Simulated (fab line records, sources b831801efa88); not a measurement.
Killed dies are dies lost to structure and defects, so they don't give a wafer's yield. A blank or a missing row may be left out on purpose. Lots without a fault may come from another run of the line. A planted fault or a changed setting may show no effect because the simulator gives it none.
Which tool did it? | flow gf180mcu | 12 lots, 34 wafers sampled, at 7 steps of a route of 602

WHAT THE GAUGES READ, wafer by wafer
GF_V2_BOW_MEAS_05.
lot  | measured     | on            | V2_BOW (um)
L912 | day 19 06:23 | film_metro-02 | 104 106 101
L913 | day 19 11:45 | film_metro-04 | 96 96 104
L916 | day 20 11:40 | film_metro-01 | 99 112 96
L919 | day 21 16:23 | film_metro-04 | 109 94 99
L920 | day 22 06:39 | film_metro-02 | 88 99 96
L923 | day 23 13:33 | film_metro-01 | 100 113
L925 | day 24 08:34 | film_metro-04 | 111 90 107
L927 | day 24 14:14 | film_metro-04 | 105 98
L930 | day 25 16:34 | film_metro-02 | 92 87 98
L931 | day 25 22:08 | film_metro-02 | 94 79 104
L933 | day 26 09:46 | film_metro-04 | 100 111 86
L935 | day 26 22:21 | film_metro-04 | 113 112 100

GF_M3_OVL_MEAS_15.
lot  | measured     | on         | M3_OVL (nm)
L912 | day 21 07:43 | overlay-01 | -8 -10 -6
L913 | day 21 12:31 | overlay-01 | 0 -8 -5
L916 | day 22 11:38 | overlay-02 | -2 3 -4
L919 | day 23 15:59 | overlay-01 | -10 -2 -1
L920 | day 24 06:37 | overlay-02 | 0 -3 0
L923 | day 25 10:59 | overlay-02 | 0 -9
L925 | day 26 06:07 | overlay-02 | -8 -5 0
L927 | day 26 11:20 | overlay-01 | -2 -3
L930 | day 27 12:41 | overlay-02 | 4 4 11
L931 | day 27 18:05 | overlay-01 | 5 4 8
L933 | day 28 04:44 | overlay-02 | -12 -17 -7
L935 | day 28 16:50 | overlay-02 | -8 -2 -9

GF_V3_THK_MEAS_03.
lot  | measured     | on            | V3_CVD_02_THK (nm)
L912 | day 21 08:38 | film_metro-03 | 843 857 848
L913 | day 21 13:25 | film_metro-04 | 827 840 843
L916 | day 22 12:37 | film_metro-01 | 850 840 857
L919 | day 23 16:54 | film_metro-01 | 846 863 858
L920 | day 24 07:32 | film_metro-01 | 833 849 840
L923 | day 25 12:01 | film_metro-03 | 582 854
L925 | day 26 07:09 | film_metro-03 | 850 860 859
L927 | day 26 12:14 | film_metro-04 | 594 852
L930 | day 27 13:35 | film_metro-03 | 842 841 858
L931 | day 27 18:59 | film_metro-03 | 855 862 853
L933 | day 28 05:38 | film_metro-03 | 829 834 840
L935 | day 28 17:44 | film_metro-04 | 844 845 850

GF_M4_RS_MEAS_05: measures by four-point-probe.
lot  | measured     | on            | M4_ALCU_RS (ohm/sq)
L912 | day 22 09:23 | film_metro-04 | 0.0699 0.0695 0.0695
L913 | day 22 14:20 | film_metro-03 | 0.0694 0.0702 0.0698
L916 | day 23 13:30 | film_metro-03 | 0.0702 0.0698 0.0692
L919 | day 24 17:45 | film_metro-04 | 0.0700 0.0692 0.0690
L920 | day 25 08:12 | film_metro-03 | 0.0697 0.0699 0.0695
L923 | day 26 11:41 | film_metro-03 | 0.0699 0.0705
L925 | day 27 06:53 | film_metro-02 | 0.0693 0.0691 0.0700
L927 | day 27 11:46 | film_metro-03 | 0.0690 0.0691
L930 | day 28 11:26 | film_metro-02 | 0.0700 0.0697 0.0701
L931 | day 28 17:05 | film_metro-04 | 0.0701 0.0695 0.0702
L933 | day 29 03:20 | film_metro-02 | 0.0711 0.0702 0.0706
L935 | day 29 14:49 | film_metro-04 | 0.0703 0.0695 0.0702

WHICH TOOL RAN EACH LOT (tool, then ch and the chambers of the sampled wafers, then the start)
lot  | GF_V3_CVD_02                    | GF_V3_CMP_04                  | GF_V3_ETCH_17
L912 | pecvd-03 ch 0,1, day 21 08:34   | cmp-01 ch 1,2, day 21 08:41   | rie_diel-02 ch 1,2, day 22 09:23 or earlier
L913 | pecvd-03 ch 0,1, day 21 13:21   | cmp-02 ch 0,1,3, day 21 13:32 | rie_diel-03 ch 0,2,3, day 22 14:20 or earlier
L916 | pecvd-01 ch 1,2, day 22 12:32   | cmp-01 ch 0,1,3, day 22 12:43 | rie_diel-01 ch 0,1,2, day 23 13:30 or earlier
L919 | pecvd-04 ch 1,2, day 23 16:49   | cmp-01 ch 0,2,3, day 23 17:06 | rie_diel-02 ch 0,1,2, day 24 17:45 or earlier
L920 | pecvd-03 ch 0,2, day 24 07:28   | cmp-01 ch 1,2,3, day 24 07:41 | rie_diel-03 ch 0,1,2, day 25 08:12 or earlier
L923 | pecvd-03 ch 0, day 25 11:56     | cmp-02 ch 2,3, day 25 12:07   | rie_diel-02 ch 0,2, day 26 11:41 or earlier
L925 | pecvd-04 ch 0,1,2, day 26 07:05 | cmp-01 ch 0,2, day 26 07:16   | rie_diel-01 ch 0,1,2, day 27 06:53 or earlier
L927 | pecvd-03 ch 0,1, day 26 12:10   | cmp-02 ch 0,2, day 26 12:26   | rie_diel-03 ch 1,3, day 27 11:46 or earlier
L930 | pecvd-01 ch 1,2, day 27 13:31   | cmp-02 ch 1,2,3, day 27 13:41 | rie_diel-01 ch 0,1,2, day 28 11:26 or earlier
L931 | pecvd-01 ch 0,1,2, day 27 18:55 | cmp-02 ch 0,1,2, day 27 19:05 | rie_diel-02 ch 1,2,3, day 28 17:05 or earlier
L933 | pecvd-04 ch 0,1,2, day 28 05:34 | cmp-01 ch 0,3, day 28 05:42   | rie_diel-03 ch 1,2, day 29 03:20 or earlier
L935 | pecvd-03 ch 0,2, day 28 17:40   | cmp-01 ch 1,2,3, day 28 17:47 | rie_diel-01 ch 1,3, day 29 14:49 or earlier
- GF_V3_CVD_02: deposits SiO2 from TEOS, target thk 850 nm, time 94.851 s.
- GF_V3_CMP_04: polishes SiO2.
- GF_V3_ETCH_17: etches SiO2 in C4F8/O2/Ar, stops on TiN, target depth 635 nm.

WHAT THE TOOLS THEMSELVES READ (means of the sampled wafers that have a number; where no wafer has one, the mark that the record gives instead)
GF_V3_CVD_02.
lot  | tool     | heater_power_outer_w (W) | heater_power_w (W)
L912 | pecvd-03 | 324                      | 611
L913 | pecvd-03 | 284                      | 557
L916 | pecvd-01 | 301                      | 474
L919 | pecvd-04 | 428                      | 663
L920 | pecvd-03 | 379                      | 641
L923 | pecvd-03 | 396                      | 708
L925 | pecvd-04 | 436                      | 685
L927 | pecvd-03 | 336                      | 626
L930 | pecvd-01 | 306                      | 483
L931 | pecvd-01 | 341                      | 564
L933 | pecvd-04 | 403                      | 642
L935 | pecvd-03 | 398                      | 690

GF_V3_CMP_04.
lot  | tool   | motor_current_A (A) | retaining_ring_pressure_frac | slurry_flow_ml_min | time_to_endpoint_s (s)
L912 | cmp-01 | 13.7                | 1.002                        | 150.6              | 79
L913 | cmp-02 | 12.8                | 0.998                        | 149.5              | 79
L916 | cmp-01 | 12.5                | 0.995                        | 150.0              | 83
L919 | cmp-01 | 12.2                | 0.998                        | 149.7              | 85
L920 | cmp-01 | 12.6                | 0.999                        | 150.3              | 76
L923 | cmp-02 | 13.7                | 1.002                        | 149.5              | 66
L925 | cmp-01 | 12.1                | 1.002                        | 149.7              | 83
L927 | cmp-02 | 11.8                | 0.994                        | 149.5              | 66
L930 | cmp-02 | 12.9                | 0.994                        | 149.7              | 81
L931 | cmp-02 | 11.3                | 1.003                        | 149.9              | 83
L933 | cmp-01 | 12.2                | 1.002                        | 149.6              | 76
L935 | cmp-01 | 12.9                | 0.998                        | 150.2              | 82

GF_V3_ETCH_17.
lot  | tool        | oes_product_au (a.u.)
L912 | rie_diel-02 | 0.851
L913 | rie_diel-03 | 0.859
L916 | rie_diel-01 | 0.857
L919 | rie_diel-02 | 0.855
L920 | rie_diel-03 | 0.856
L923 | rie_diel-02 | 0.835
L925 | rie_diel-01 | 0.855
L927 | rie_diel-03 | 0.843
L930 | rie_diel-01 | 0.857
L931 | rie_diel-02 | 0.856
L933 | rie_diel-03 | 0.860
L935 | rie_diel-01 | 0.853

THE ANSWER, worked out from the rows above alone
Rule: what is usual is taken from the lots themselves. Put in order of their means at a reading, lots are off if they are a third of the lots or fewer, leave a main group of 4 or more, and stand apart from it by a gap of 3 or more times the standard deviation of the main group's means; of several such gaps the widest counts. A main group whose means are all the same, to the digits that the tables above print for the reading, isn't used. A lot without any number at a reading at which 4 lots or more have one is off too. The other lots that the step has rows for count as sound. The gauges are gone through in route order, then the tools' own readings, and for those a lot's mean is taken as printed above. The first step at which some lot is off is used, and at that step the reading that is off furthest; a lot without a number counts as furthest.
Off: L923, L927, at GF_V3_THK_MEAS_03 (V3_CVD_02_THK). The main group: mean 847 nm, standard deviation 7.6.
A tool fits if, at a process step before that reading, it ran every lot that is off, and no sound lot after the first of them. The gauges at GF_V3_THK_MEAS_03 aren't tried: what is off there is off at GF_V3_CMP_04 too, on other tools, and a gauge's error can't cause that. None of those tried fits.

WHAT THE SIMULATOR HAD PUT IN
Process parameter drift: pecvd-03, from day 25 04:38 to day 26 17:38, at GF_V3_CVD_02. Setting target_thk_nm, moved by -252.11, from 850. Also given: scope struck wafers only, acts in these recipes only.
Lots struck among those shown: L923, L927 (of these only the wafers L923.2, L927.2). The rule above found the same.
